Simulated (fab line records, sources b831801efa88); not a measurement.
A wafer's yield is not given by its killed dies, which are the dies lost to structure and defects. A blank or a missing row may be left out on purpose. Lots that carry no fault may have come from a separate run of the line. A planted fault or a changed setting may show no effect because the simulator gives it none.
One fault through the eyes of 2 desks + flow gf180mcu + each desk has only its own numbers; what lay behind them comes last

== TOOL OWNER'S DESK, rie_diel-03 ==
The tool's own readings at GF_SAB_ETCH_11 (etches SiO2 in C4F8/O2/Ar, target depth 55 nm, time 8.5 s): means of the sampled wafers that have a number, for each lot that ran on this tool. A lot is out of limits, marked OUT, if its mean lies more than 4 standard deviations from the usual mean; the brackets give that distance.
Columns: A = oes_product_au at GF_SAB_ETCH_11, usual 1.000 a.u.
| lot  | first seen here | A     |
|------|-----------------|-------|
| L144 | day 15 06:53    | 0.996 |
| L146 | day 15 17:45    | 1.007 |
| L148 | day 16 13:53    | 1.001 |
| L156 | day 19 12:59    | 1.006 |
| L157 | day 19 16:26    | 1.000 |
This desk's finding: nothing out of limits on any of the 5 lots.

== FROM THE METROLOGY DESK ==
What the gauges read, lot by lot, whatever tool the lot ran on: means of the sampled wafers that have a number. A lot is out of limits, marked OUT, if its mean lies more than 4 standard deviations from the usual mean; the brackets give that distance.
Columns: A = TOP_METAL_ALCU_RS at GF_TOP_METAL_RS_MEAS_05, usual 0.0328 ohm/sq
| lot  | first seen here | A      |
|------|-----------------|--------|
| L144 | day 27 08:06    | 0.0330 |
| L145 | day 27 16:34    | 0.0332 |
| L146 | day 27 19:10    | 0.0325 |
| L147 | day 28 01:47    | 0.0325 |
| L148 | day 28 12:14    | 0.0326 |
| L149 | day 28 23:03    | 0.0328 |
| L155 | day 30 12:50    | 0.0330 |
| L156 | day 31 02:18    | 0.0326 |
| L157 | day 31 02:40    | 0.0335 |
| L161 | day 32 04:06    | 0.0330 |
| L162 | day 32 08:34    | 0.0330 |
| L163 | day 32 16:46    | 0.0323 |
| L166 | day 33 06:28    | 0.0322 |
| L167 | day 33 12:10    | 0.0323 |
This desk's finding: nothing out of limits on any of the 14 lots.

== ALL TOGETHER ==
The desk of the tool owner found nothing out of limits.
Nothing out of limits was seen by the metrology desk.

== WHAT HAD BEEN PUT IN BY THE SIMULATOR ==
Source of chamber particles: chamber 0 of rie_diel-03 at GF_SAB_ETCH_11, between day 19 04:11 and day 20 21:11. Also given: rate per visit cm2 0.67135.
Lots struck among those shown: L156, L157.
